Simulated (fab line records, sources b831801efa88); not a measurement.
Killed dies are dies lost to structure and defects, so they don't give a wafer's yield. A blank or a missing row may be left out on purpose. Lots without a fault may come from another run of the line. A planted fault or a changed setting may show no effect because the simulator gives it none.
fab line records | flow sky130
record lots=6 wafers=18 last_day=50
route steps=708 shown CONTACT@418 METAL1@434 PAD_OPEN@708
lots that met no fault: from a run of the same line without faults
start_h: hours from the record's first day to the start of the lot's first wafer shown | wait_h: hours since the lot's step before | " the same as in the row above | L1.1+2: a row that stands for several wafers | - no value, or no start given | * or withheld: withheld | < > ~ a bound
route shown NAME@n: a module of which the file shows steps, and the number in the route of the first | usual: mean/standard deviation of fault-free wafers | same: alike in all rows | chamber/n: place in a boat | sites: the reading at each site | _std_site: their standard deviation | _edge_site: outer sites' mean less inner sites' | radius_mm: how far each site lies from the wafer's centre | mask NAME#n: copy n | behind: the tool/chamber that last shaped the wafer | hold: why the lot was held/for how many hours/how that ended | device: the transistor (n, p or np) that didn't switch | end of line: the same wafers' tests at the end of the route | a step without rows: its recipe alone | killed: dies lost to structure and defects at the first sort, not the wafer's yield | map: a wafer's dies, x killed, . not, _ none there
set.NAME: the setting as run; set.NAME@STEP: as run at that earlier step | model.NAME: the simulator's own value behind a step, which no gauge read
lots at some steps of the route; a table a step, a row a wafer
services: from which hour (start_h, from the record's first day; less than 0 if before it) a tool's chamber was out of use, for how many hours, and why
## steps
# step SKY_CONTACT_PEB_12
# recipe peb_temp_c=withheld peb_time_s=withheld resist=KrF-thick
# step SKY_CONTACT_DEVELOP_13
# recipe develop_time_s=60 resist=KrF-thick dev_temp_c=21
# step SKY_CONTACT_CD_MEAS_14
# recipe target_cd_nm=170
# usual cd_nm=170.0/1.6
# columns lot.wafer tool chamber start_h wait_h cd_nm
L684.2 cd_sem-01 - 792.69 - 169.2
L684.5 " - " " 168.9
L684.6 " - " " 169.8
L688.1 cd_sem-01 - 823.68 - 165.5
L688.3 " - " " 166.1
L688.6 " - " " 167.9
L689.2 cd_sem-01 - 831.24 - 170.2
L689.5 " - " " 171.2
L689.6 " - " " 172.4
L692.1 cd_sem-01 - 854.62 - 172.7
L692.2 " - " " 171.7
L692.3 " - " " 172.9
L695.2 cd_sem-01 - 876.70 - 170.3
L695.3 " - " " 170.1
L695.5 " - " " 169.8
L700.1 cd_sem-01 - 916.48 - 168.2
L700.5 " - " " 169.2
L700.6 " - " " 169.8
# step SKY_CONTACT_OVL_MEAS_15
# usual CONTACT_OVL=3/7.5
# columns lot.wafer tool chamber start_h wait_h CONTACT_OVL[nm]
L684.2 overlay-01 - 792.79 0.1 3
L684.5 " - " " 0
L684.6 " - " " -3
L688.1 overlay-02 - 823.80 0.1 -6
L688.3 " - " " -1
L688.6 " - " " 0
L689.2 overlay-01 - 831.34 0.1 7
L689.5 " - " " 4
L689.6 " - " " 5
L692.1 overlay-02 - 854.74 0.1 -1
L692.2 " - " " 6
L692.3 " - " " -6
L695.2 overlay-01 - 876.80 0.1 3
L695.3 " - " " 8
L695.5 " - " " 0
L700.1 overlay-01 - 916.60 0.1 -1
L700.5 " - " " -6
L700.6 " - " " 2
# step SKY_CONTACT_ETCH_16
# recipe chemistry=N2/H2 target=BARC ion_energy_ev=198 source_w=500 bias_w=100 pressure_mtorr=30 n2_flow_sccm=100 h2_flow_sccm=200 stop_on=SiO2 time_s=45.9 target_depth_a=600
# usual drypump_motor_current_A=5.47/0.29 oes_product_au=0.855/0.0049 throttle_valve_pct=13.224/0.0092
# same time_s=45.9
# columns lot.wafer tool chamber start_h wait_h drypump_motor_current_A oes_product_au rf_hours_counter_h throttle_valve_pct
L684.2 rie_diel-04 2 792.82 0.0 5.65 0.859 13 13.224
L684.5 " 1 " " 5.17 0.858 - 13.209
L684.6 " 2 " " 5.65 0.855 - 13.236
L688.1 rie_diel-03 1 823.83 0.0 6.16 0.848 16 13.220
L688.3 " 0 " " 5.23 0.856 1 13.213
L688.6 " 1 " " 6.17 0.860 - 13.217
L689.2 rie_diel-04 3 831.37 0.0 5.35 0.853 2 13.230
L689.5 " 0 " " 4.96 0.850 - 13.219
L689.6 " 1 " " 5.17 0.857 - 13.216
L692.1 rie_diel-01 1 854.77 0.0 5.64 0.854 8 13.222
L692.2 " 0 " " 5.60 0.856 10 13.225
L692.3 " 2 " " 5.56 0.861 3 13.221
L695.2 rie_diel-04 0 876.83 0.0 4.97 0.853 9 13.226
L695.3 " 3 " " 5.35 0.846 3 13.226
L695.5 " 1 " " 5.21 0.861 - 13.223
L700.1 rie_diel-04 2 916.64 0.0 5.65 0.855 17 13.224
L700.5 " 2 " " 5.64 0.854 - 13.218
L700.6 " 3 " " 5.36 0.862 - 13.229
# step SKY_CONTACT_ETCH_17
# recipe target=SiO2 chemistry=C4F8/O2/Ar stop_on=Si3N4 mask_material=KrF-thick source_w=1500 bias_w=1200 pressure_mtorr=40 c4f8_flow_sccm=withheld O2_flow_sccm=6 Ar_flow_sccm=300 time_s=withheld target_depth_a=3400
# step SKY_CONTACT_ETCH_18
# recipe target=Si3N4 chemistry=CHF3/O2 stop_on=TiN source_w=600 bias_w=200 pressure_mtorr=40 chf3_flow_sccm=50 O2_flow_sccm=5 time_s=39 target_depth_a=750
# usual O2_flow_sccm=5.001/0.016 drypump_motor_current_A=5.46/0.29 oes_product_au=0.855/0.0076 throttle_valve_pct=8.794/0.0098
# same time_s=39
# columns lot.wafer tool chamber start_h wait_h O2_flow_sccm drypump_motor_current_A oes_product_au rf_hours_counter_h throttle_valve_pct
L684.2 rie_diel-04 2 - - 5.024 5.62 0.848 13 8.810
L684.5 " 1 " " 4.990 5.17 0.867 - 8.794
L684.6 " 2 " " 4.971 5.61 0.858 - 8.793
L688.1 rie_diel-03 1 - - 5.000 6.16 0.851 16 8.803
L688.3 " 0 " " 5.017 5.25 0.852 1 8.794
L688.6 " 1 " " 5.004 6.16 0.858 - 8.811
L689.2 rie_diel-04 3 - - 4.995 5.32 0.837 2 8.792
L689.5 " 0 " " 5.019 4.96 0.855 - 8.767
L689.6 " 1 " " 4.986 5.17 0.847 - 8.801
L692.1 rie_diel-01 1 - - 5.001 5.62 0.850 8 8.783
L692.2 " 0 " " 5.002 5.60 0.856 10 8.788
L692.3 " 2 " " 4.979 5.51 0.857 3 8.804
L695.2 rie_diel-04 0 - - 4.996 4.98 0.853 9 8.789
L695.3 " 3 " " 5.017 5.34 0.836 3 8.782
L695.5 " 1 " " 5.012 5.17 0.848 - 8.806
L700.1 rie_diel-04 2 - - 5.031 5.65 0.845 17 8.770
L700.5 " 2 " " 5.013 5.65 0.857 - 8.785
L700.6 " 3 " " 4.993 5.36 0.866 - 8.795
# step SKY_CONTACT_STRIP_19
# recipe chemistry=O2/N2 power_w=1400 pressure_mtorr=1500 platen_temp_c=withheld o2_flow_sccm=3000 n2_flow_sccm=300 overash_fraction=0.5
# usual drypump_motor_current_A=5.3/0.43 oes_product_au=0.381/0.0046 strip_time_to_endpoint_s=3.62/0.039
# columns lot.wafer tool chamber start_h wait_h drypump_motor_current_A oes_product_au rf_hours_counter_h strip_time_to_endpoint_s
L684.2 plasma_asher-01 1 792.95 - 5.6 0.386 65 3.55
L684.5 " 0 " " 4.9 0.380 - 3.64
L684.6 " 1 " " 5.6 0.377 - 3.56
L688.1 plasma_asher-02 1 823.97 - 5.5 0.385 8 3.66
L688.3 " 0 " " 6.4 0.379 - 3.63
L688.6 " 0 " " 6.4 0.383 - 3.61
L689.2 plasma_asher-04 1 831.50 - 5.4 0.376 39 3.63
L689.5 " 1 " " 5.4 0.386 - 3.59
L689.6 " 0 " " 5.0 0.381 - 3.60
L692.1 plasma_asher-04 1 854.90 - 5.5 0.381 42 3.63
L692.2 " 0 " " 5.0 0.383 42 3.59
L692.3 " 1 " " 5.4 0.385 - 3.68
L695.2 plasma_asher-04 1 876.97 - 5.5 0.382 44 3.58
L695.3 " 1 " " 5.4 0.378 - 3.67
L695.5 " 0 " " 5.0 0.380 - 3.60
L700.1 plasma_asher-02 0 916.77 - 6.5 0.386 17 3.60
L700.5 " 0 " " 6.4 0.372 - 3.59
L700.6 " 1 " " 5.5 0.380 - 3.64
# step SKY_CONTACT_STRIP_20
# recipe chemistry=post_etch_residue_remover time_s=1200 temp_c=72.5
# step SKY_CONTACT_CLEAN_21
# recipe chemistry=IPA time_s=180 temp_c=25
# step SKY_CONTACT_CLEAN_22
# recipe chemistry=O3/DIW dry=n2_spin
# step SKY_CONTACT_SPUTTER_23
# recipe material=TiN target_thk_nm=20 chamber_pressure_pa=5 power_w=4000 time_s=80
# usual throttle_valve_pct=29.9/1
# same time_s=80
# columns lot.wafer tool chamber start_h wait_h throttle_valve_pct
L684.2 pvd_sputter-03 - 793.54 0.0 30.0
L684.5 " - " " 29.9
L684.6 " - " " 29.7
L688.1 pvd_sputter-01 - 824.56 0.0 31.0
L688.3 " - " " 29.2
L688.6 " - " " 30.8
L689.2 pvd_sputter-01 - 832.13 0.0 31.0
L689.5 " - " " 29.3
L689.6 " - " " 29.5
L692.1 pvd_sputter-01 - 855.50 0.0 30.6
L692.2 " - " " 29.4
L692.3 " - " " 31.0
L695.2 pvd_sputter-01 - 877.56 0.0 30.7
L695.3 " - " " 29.3
L695.5 " - " " 31.2
L700.1 pvd_sputter-03 - 917.40 0.0 29.8
L700.5 " - " " 29.6
L700.6 " - " " 30.0
# step SKY_CONTACT_CVD_24
# recipe material=W target_thk_nm=340 time_s=102.12 temp_c=400 pressure_torr=40
# usual heater_power_w=820/51
# columns lot.wafer tool chamber start_h wait_h heater_power_w model.W_of_CONTACT_CVD_24.thk_nm
L684.2 cvd_w-02 1 793.64 0.1 783 344.5
L684.5 " 1 " " 774 340.3
L684.6 " 1 " " 787 342.3
L688.1 cvd_w-01 1 824.62 0.0 863 341.1
L688.3 " 0 " " 829 117.3
L688.6 " 1 " " 897 337.3
L689.2 cvd_w-01 0 832.19 0.0 854 113.4
L689.5 " 1 " " 890 337.8
L689.6 " 0 " " 839 340.7
L692.1 cvd_w-02 0 855.56 0.0 752 342.4
L692.2 " 1 " " 788 337.1
L692.3 " 1 " " 785 338.9
L695.2 cvd_w-02 0 877.68 0.1 745 347
L695.3 " 1 " " 790 338.8
L695.5 " 0 " " 721 344.5
L700.1 cvd_w-01 0 917.46 0.0 850 341.4
L700.5 " 0 " " 847 341.4
L700.6 " 1 " " 881 341
# step SKY_CONTACT_RS_MEAS_25
# recipe thk_meas_gauge=four-point-probe reads=W_of_CONTACT_CVD_24+TiN_of_CONTACT_SPUTTER_23
# usual CONTACT_W_RS=0.337/0.0037
# columns lot.wafer tool chamber start_h wait_h CONTACT_W_RS[ohm/sq]
L684.2 film_metro-04 - 793.85 0.2 0.334
L684.5 " - " " 0.338
L684.6 " - " " 0.336
L688.1 film_metro-02 - 824.73 0.1 0.337
L688.3 " - " " 1.002
L688.6 " - " " 0.341
L689.2 film_metro-02 - 832.32 0.1 1.040
L689.5 " - " " 0.341
L689.6 " - " " 0.338
L692.1 film_metro-01 - 855.67 0.1 0.335
L692.2 " - " " 0.341
L692.3 " - " " 0.339
L695.2 film_metro-04 - 877.81 0.1 0.331
L695.3 " - " " 0.338
L695.5 " - " " 0.334
L700.1 film_metro-01 - 917.57 0.1 0.336
L700.5 " - " " 0.336
L700.6 " - " " 0.337
# step SKY_CONTACT_THK_MEAS_26
# recipe thk_meas_gauge=xrf reads=W_of_CONTACT_CVD_24
# usual CONTACT_W_THK=343/5.1
# columns lot.wafer tool chamber start_h wait_h CONTACT_W_THK[nm]
L684.2 film_metro-04 - 793.96 0.1 349
L684.5 " - " " 344
L684.6 " - " " 348
L688.1 film_metro-02 - 824.85 0.1 341
L688.3 " - " " 117
L688.6 " - " " 339
L689.2 film_metro-02 - 832.43 0.1 113
L689.5 " - " " 337
L689.6 " - " " 338
L692.1 film_metro-01 - 855.79 0.1 340
L692.2 " - " " 336
L692.3 " - " " 339
L695.2 film_metro-04 - 877.92 0.1 351
L695.3 " - " " 343
L695.5 " - " " 345
L700.1 film_metro-01 - 917.69 0.1 340
L700.5 " - " " 339
L700.6 " - " " 339
# step SKY_CONTACT_CMP_27
# recipe stop_on=SiO2 t_overpolish_s=15 down_force_psi=3.5 platen_rpm=60 target_thk_nm=0 pad_velocity_m_s=0.94248
# usual motor_current_A=10.5/1.1 time_to_endpoint_s=82/4.8
# columns lot.wafer tool chamber start_h wait_h motor_current_A time_to_endpoint_s
L684.2 cmp-01 1 794.06 0.1 11.1 87
L684.5 " 0 " " 9.6 88
L684.6 " 1 " " 10.9 84
L688.3 cmp-02 3 824.91 0.0 11.9 26
L688.1 " 2 " " 9.4 89
L688.6 " 3 " " 11.7 80
L689.2 cmp-02 1 832.63 0.2 10.4 21
L689.6 " 2 " " 9.8 84
L689.5 " 3 " " 11.8 77
L692.3 cmp-02 2 855.85 0.0 9.8 85
L692.2 " 3 " " 12.3 77
L692.1 " 0 " " 8.5 83
L695.3 cmp-01 0 878.02 0.1 10.4 90
L695.2 " 2 " " 10.8 79
L695.5 " 0 " " 10.5 89
L700.1 cmp-01 2 917.90 0.2 11.0 78
L700.5 " 3 " " 11.7 80
L700.6 " 0 " " 10.3 88
# step SKY_METAL1_SPUTTER_00
# recipe material=Ti target_thk_nm=15 power_w=3000 time_s=10 chamber_pressure_pa=0.4
# usual throttle_valve_pct=30.3/0.8
# same time_s=10
# columns lot.wafer tool chamber start_h wait_h throttle_valve_pct
L684.2 pvd_sputter-04 - 794.31 0.2 30.3
L684.5 " - " " 30.4
L684.6 " - " " 31.3
L688.1 pvd_sputter-04 - 825.21 0.1 31.0
L688.3 " - " " 29.3
L688.6 " - " " 30.3
L689.2 pvd_sputter-03 - 832.78 0.1 31.5
L689.5 " - " " 29.5
L689.6 " - " " 29.6
L692.1 pvd_sputter-03 - 856.15 0.1 29.9
L692.2 " - " " 29.7
L692.3 " - " " 31.9
L695.2 pvd_sputter-04 - 878.27 0.1 30.3
L695.3 " - " " 30.3
L695.5 " - " " 29.3
L700.1 pvd_sputter-04 - 918.05 0.1 31.1
L700.5 " - " " 29.2
L700.6 " - " " 30.6
# step SKY_PAD_OPEN_PROBE_99
# usual killed_at_M0_to_M3=42/7.2 killed_at_M4_up=3.4/2.1 killed_at_contacts=24/5.4 killed_at_front_end=15/4 killed_at_other=0.3/0.53 killed_dies=85/8.8 killed_on_rim=16/3.5 killed_open=47/6.7 killed_short=38/6.5
# same gross_dies=492 killed_at_back_side=0
# columns lot.wafer tool chamber start_h wait_h killed_at_M0_to_M3 killed_at_M4_up killed_at_contacts killed_at_front_end killed_at_other killed_dies killed_on_rim killed_open killed_short
L684.2 prober-01 - 1120.86 0.1 45 5 24 19 0 93 14 49 44
L684.5 prober-01 - 1121.01 0.2 37 5 21 15 0 78 14 51 27
L684.6 prober-01 - 1121.06 0.2 34 3 29 13 0 79 10 47 32
L688.1 prober-01 - 1142.95 0.1 48 3 37 9 0 97 17 56 41
L688.3 prober-01 - 1143.05 0.2 43 0 18 11 0 72 13 40 32
L688.6 prober-01 - 1143.20 0.2 37 5 33 13 0 88 22 51 37
L689.2 prober-02 - 1149.35 0.1 44 1 29 20 0 94 21 47 47
L689.5 prober-02 - 1149.50 0.2 36 1 35 14 0 86 14 49 37
L689.6 prober-02 - 1149.55 0.2 29 4 18 17 0 68 14 38 29
L692.1 prober-01 - 1164.24 0.1 46 4 14 19 0 83 15 50 33
L692.2 prober-01 - 1164.29 0.1 45 6 20 12 0 83 12 41 40
L692.3 prober-01 - 1164.34 0.2 37 2 21 16 0 76 15 38 38
L695.2 prober-02 - 1179.27 0.1 47 2 21 17 1 88 14 48 39
L695.3 prober-02 - 1179.32 0.2 41 3 29 13 2 88 19 46 41
L695.5 prober-02 - 1179.42 0.2 56 2 29 13 0 100 13 56 44
L700.1 prober-02 - 1202.99 0.1 48 6 33 14 0 101 21 52 49
L700.5 prober-02 - 1203.19 0.2 52 6 22 14 0 94 19 58 36
L700.6 prober-02 - 1203.24 0.2 29 2 34 15 0 80 20 47 33
# killed by level:class
L684.2 VIA1:geometric_particle:open=11 CONTACT:geometric_particle:open=9 CONTACT:geometric_particle:short=7 LI_CONTACT:geometric_particle:open=6 VIA3:geometric_particle:open=6 VIA1:geometric_particle:short=5 METAL1:geometric_particle:short=5 FIELD_ISO:geometric_particle:short=4
L684.5 VIA2:geometric_particle:open=12 VIA1:geometric_particle:open=8 CONTACT:geometric_particle:open=8 LI_CONTACT:geometric_particle:open=5 FIELD_ISO:geometric_particle:open=4 VIA2:geometric_particle:short=4 METAL2:geometric_particle:short=4 VIA3:geometric_particle:open=4
L684.6 CONTACT:geometric_particle:open=12 VIA2:geometric_particle:open=10 VIA1:geometric_particle:open=7 LI_CONTACT:geometric_particle:open=6 POLY_GATE:geometric_particle:open=5 CONTACT:geometric_particle:short=5 METAL2:geometric_particle:short=4 FIELD_ISO:geometric_particle:open=3
L688.1 VIA1:geometric_particle:open=14 CONTACT:geometric_particle:open=11 LI_CONTACT:geometric_particle:open=10 VIA2:geometric_particle:open=8 CONTACT:geometric_particle:short=7 METAL2:geometric_particle:short=7 VIA3:geometric_particle:open=6 LOCAL_INTERCONNECT:geometric_particle:short=5
L688.3 VIA1:geometric_particle:open=9 CONTACT:geometric_particle:open=8 METAL2:geometric_particle:short=7 LI_CONTACT:geometric_particle:open=6 METAL1:geometric_particle:short=5 VIA3:geometric_particle:short=5 VIA1:geometric_particle:short=4 FIELD_ISO:geometric_particle:open=3
L688.6 LI_CONTACT:geometric_particle:open=12 VIA1:geometric_particle:open=12 CONTACT:geometric_particle:open=9 METAL1:geometric_particle:short=6 CONTACT:geometric_particle:short=5 FIELD_ISO:geometric_particle:open=4 LOCAL_INTERCONNECT:geometric_particle:short=4 METAL2:geometric_particle:short=4
L689.2 METAL1:geometric_particle:short=14 CONTACT:geometric_particle:open=13 VIA1:geometric_particle:open=10 LI_CONTACT:geometric_particle:open=6 FIELD_ISO:geometric_particle:short=4 FIELD_ISO:geometric_particle:open=4 POLY_GATE:geometric_particle:short=4 LI_CONTACT:geometric_particle:short=4
L689.5 LI_CONTACT:geometric_particle:open=12 CONTACT:geometric_particle:open=10 VIA1:geometric_particle:open=9 VIA3:geometric_particle:open=6 FIELD_ISO:geometric_particle:short=5 CONTACT:geometric_particle:short=5 POLY_GATE:geometric_particle:short=4 LOCAL_INTERCONNECT:geometric_particle:short=4
L689.6 VIA1:geometric_particle:open=9 LI_CONTACT:geometric_particle:open=6 CONTACT:geometric_particle:open=5 VIA2:geometric_particle:open=5 FIELD_ISO:geometric_particle:short=4 POLY_GATE:geometric_particle:open=4 LI_CONTACT:geometric_particle:short=4 METAL4:geometric_particle:short=4
L692.1 VIA1:geometric_particle:open=11 POLY_GATE:geometric_particle:open=7 FIELD_ISO:geometric_particle:open=6 VIA1:geometric_particle:short=6 VIA3:geometric_particle:short=5 METAL1:geometric_particle:short=5 VIA3:geometric_particle:open=5 LI_CONTACT:geometric_particle:open=4
L692.2 VIA1:geometric_particle:open=9 VIA2:geometric_particle:open=7 METAL2:geometric_particle:short=6 LI_CONTACT:geometric_particle:open=6 CONTACT:geometric_particle:open=6 METAL1:geometric_particle:short=6 LOCAL_INTERCONNECT:geometric_particle:short=5 VIA3:geometric_particle:open=5
L692.3 VIA1:geometric_particle:open=10 CONTACT:geometric_particle:open=9 VIA2:geometric_particle:open=6 LI_CONTACT:geometric_particle:open=5 VIA2:geometric_particle:short=5 FIELD_ISO:geometric_particle:short=4 VIA1:geometric_particle:short=4 POLY_GATE:geometric_particle:short=3
L695.2 VIA1:geometric_particle:open=10 CONTACT:geometric_particle:open=8 VIA3:geometric_particle:open=7 LOCAL_INTERCONNECT:geometric_particle:short=6 VIA1:geometric_particle:short=6 METAL1:geometric_particle:short=5 FIELD_ISO:geometric_particle:short=4 VIA3:geometric_particle:short=4
L695.3 LI_CONTACT:geometric_particle:open=13 VIA1:geometric_particle:open=10 POLY_GATE:geometric_particle:short=7 CONTACT:geometric_particle:open=7 METAL2:geometric_particle:short=7 VIA3:geometric_particle:open=5 CONTACT:geometric_particle:short=4 VIA1:geometric_particle:short=4
L695.5 VIA1:geometric_particle:open=12 CONTACT:geometric_particle:open=11 METAL1:geometric_particle:short=10 METAL2:geometric_particle:short=9 LOCAL_INTERCONNECT:geometric_particle:short=8 VIA3:geometric_particle:open=6 LI_CONTACT:geometric_particle:open=6 VIA2:geometric_particle:open=6
L700.1 LI_CONTACT:geometric_particle:open=10 VIA1:geometric_particle:short=10 CONTACT:geometric_particle:open=9 VIA1:geometric_particle:open=8 CONTACT:geometric_particle:short=7 METAL2:geometric_particle:short=6 METAL1:geometric_particle:short=6 VIA3:geometric_particle:open=5
L700.5 VIA1:geometric_particle:open=13 VIA3:geometric_particle:open=12 LI_CONTACT:geometric_particle:open=8 VIA1:geometric_particle:short=7 CONTACT:geometric_particle:open=6 FIELD_ISO:geometric_particle:open=5 METAL4:geometric_particle:short=5 LOCAL_INTERCONNECT:geometric_particle:short=4
L700.6 LI_CONTACT:geometric_particle:open=13 VIA1:geometric_particle:open=11 CONTACT:geometric_particle:open=9 LI_CONTACT:geometric_particle:short=7 FIELD_ISO:geometric_particle:short=5 POLY_GATE:geometric_particle:open=4 VIA1:geometric_particle:short=4 METAL1:geometric_particle:short=3
## services
# columns tool chamber start_h hours kind
cvd_w-02 0 769.66 9.6 repair
cmp-02 - 771.20 4.9 pm
rie_diel-01 1 772.14 9.9 repair
cvd_w-02 0 784.36 14.0 repair
cmp-02 - 790.38 2.3 repair
pvd_sputter-04 1 794.45 - consumable_replace:kit
pvd_sputter-04 1 794.45 18.0 scheduled_down
pvd_sputter-04 1 794.45 18.0 vent_cycle
rie_diel-03 - 796.94 14.6 pm
rie_diel-04 0 797.27 1.7 repair
cmp-01 - 799.56 3.5 pm
cmp-01 - 810.60 0.6 repair
cvd_w-02 - 813.73 2.8 pm
plasma_asher-02 - 839.02 1.6 repair
pvd_sputter-04 - 839.28 0.5 repair
pvd_sputter-01 - 847.65 0.8 repair
cvd_w-01 - 857.58 0.6 repair
cmp-01 - 884.75 2.9 repair
cmp-02 - 897.51 2.3 repair
rie_diel-03 - 903.10 2.4 repair
cvd_w-02 - 904.00 14.0 pm
pvd_sputter-01 - 910.02 2.1 repair
cmp-02 - 912.15 4.0 pm
cmp-02 - 913.13 3.7 repair
## key
first_sign step=SKY_CONTACT_RS_MEAS_25 reading=CONTACT_W_RS direction=up sigmas=99+ usual=0.337 struck=1.021
effect step=SKY_CONTACT_THK_MEAS_26 reading=CONTACT_W_THK direction=down sigmas=44 usual=343 struck=115
effect step=SKY_CONTACT_CMP_27 reading=time_to_endpoint_s direction=down sigmas=12 usual=* struck=*
model_effect step=SKY_CONTACT_CVD_24 value=W_of_CONTACT_CVD_24.thk_nm without=338.4 struck=115.3
met_at SKY_CONTACT_CVD_24
struck_wafers L688.3,L689.2
tester_left_out L688,L689
fault kind=process_parameter_drift tool=cvd_w-01 chamber=- onset_h=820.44 steps=SKY_CONTACT_CVD_24 channel=target_thk_nm offset=-224.22 shape=step end_h=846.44 scope=struck_wafers_only acts_in=these_recipes_only stated=340
# tester_left_out: of these lots the tester's yield and bins aren't shown, on N5 and GAA mostly nor the transistor test; their killed dies are dies lost to structure and defects alone, not to doping, threshold or leakage, so they don't give the yield
